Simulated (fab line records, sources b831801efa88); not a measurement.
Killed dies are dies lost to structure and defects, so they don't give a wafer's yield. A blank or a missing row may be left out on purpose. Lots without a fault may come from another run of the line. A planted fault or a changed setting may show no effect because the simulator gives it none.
A struck lot beside a sound one | flow sky130 | 15 steps out of a route of 708
Sound: wafers L849.3, L849.4, L849.5. Struck: wafers L857.1, L857.3. (L857.6 of the same lot was not struck and is left out.) The cause comes at the end.
At each step with rows: each side's tool, then ch and its chambers, then its first start. Under that, the readings that differ: sound wafers | struck wafers | difference of the means | sigmas: that difference in standard deviations of wafers without a fault.
alike: readings whose means differ by less than 2 such deviations, and words and numbers that are the same on both sides. not compared: withheld readings, readings that some wafer has no value for, bounds like >300 that may hide the same value, and numbers for which the record gives no deviation and whose values overlap.
The two part at a step that has a row with sigmas, a row that says differs or no value, or rows on one side only. Numbers that don't overlap but have no deviation are shown without sigmas and don't part them. A reading that every wafer of one side lacks parts them only if that side has two wafers or more.

SKY_VIA3_ETCH_14: etches BARC in N2/H2, stops on SiO2, time 45.9 s, target depth 60 nm.
  sound on rie_diel-03 ch 1,2,3, day 40 13:11; struck on rie_diel-02 ch 1,3, day 42 18:47
  alike: bias_w, drypump_motor_current_A, oes_product_au, throttle_valve_pct
  not compared: rf_hours_counter_h
then, 1 step without rows for these wafers: SKY_VIA3_ETCH_15 (etches SiO2 in C4F8/O2/Ar, stops on TiN, target depth 507 nm, time 78 s).
SKY_VIA3_STRIP_16: strips in O2/N2.
  sound on plasma_asher-03 ch 0,1, day 40 13:19; struck on plasma_asher-03 ch 1, day 42 18:53
  alike: drypump_motor_current_A, oes_product_au, strip_time_to_endpoint_s
  not compared: rf_hours_counter_h
then, 4 steps without rows for these wafers: SKY_VIA3_STRIP_17 (strips in post etch residue remover, time 1200 s); SKY_VIA3_CLEAN_18 (cleans in IPA, time 180 s); SKY_VIA3_CLEAN_19 (cleans in O3/DIW); SKY_VIA3_SPUTTER_20 (material TiN, target thk 20 nm, time 80 s).
SKY_VIA3_CVD_21: deposits W, target thk 390 nm, time 117.31 s.
  sound on cvd_w-02 ch 0,1, day 40 14:01; struck on cvd_w-02 ch 0,1, day 42 19:34
  alike: heater_power_outer_w, heater_power_w
SKY_VIA3_RS_MEAS_22: measures by four-point-probe.
  sound on film_metro-04, day 40 14:08; struck on film_metro-04, day 42 19:42
  alike: VIA3_W_RS
SKY_VIA3_THK_MEAS_23: measures by xrf.
  sound on film_metro-04, day 40 14:14; struck on film_metro-04, day 42 19:49
  alike: VIA3_W_THK
SKY_VIA3_CMP_24: polishes, stops on SiO2, t overpolish 20 s, target thk 0 nm.
  sound on cmp-02 ch 0,1,2, day 40 14:22; struck on cmp-02 ch 1,3, day 42 19:53
  alike: motor_current_A, overpolish_run_s, time_to_endpoint_s
SKY_METAL4_SPUTTER_00: material Ti, target thk 15 nm, time 10 s.
  sound on pvd_sputter-04, day 40 14:34; struck on pvd_sputter-02, day 42 20:11
  alike: chamber_pressure_pa, throttle_valve_pct
SKY_METAL4_SPUTTER_01: material TiN, target thk 20 nm, time 16.7 s.
  sound on pvd_sputter-04, day 40 14:36; struck on pvd_sputter-02, day 42 20:12
  reading                                    | sound             | struck     | difference | sigmas
  model.TiN_of_METAL4_SPUTTER_01.thk_nm (nm) | 20.16 20.34 20.08 | 7.704 7.74 | -12.471    |
  alike: chamber_pressure_pa, throttle_valve_pct
then, 1 step without rows for these wafers: SKY_METAL4_SPUTTER_02 (material AlCu, target thk 735 nm, time 39.1 s).
-- the record jumps here: 6 days lie between the struck wafers' starts before and after (it left off in module METAL4 and takes up again in module PAD_OPEN, whose first step shown is number 708 of the route) --
SKY_PAD_OPEN_PROBE_99:
  sound on prober-02, day 46 12:59; struck on prober-02, day 48 09:49
  alike: defect_limited_yield, killed_at_M0_to_M3, killed_at_M4_up, killed_at_contacts, killed_at_front_end, killed_at_other, killed_dies, killed_on_rim, killed_open, killed_short, sort_bin_3_pad_short, sort_bin_5_function, sort_bin_6_memory, sort_n_pass, sort_yield_pct

WHERE THEY PART
Nowhere in this record.

WHY: what the simulator had put in
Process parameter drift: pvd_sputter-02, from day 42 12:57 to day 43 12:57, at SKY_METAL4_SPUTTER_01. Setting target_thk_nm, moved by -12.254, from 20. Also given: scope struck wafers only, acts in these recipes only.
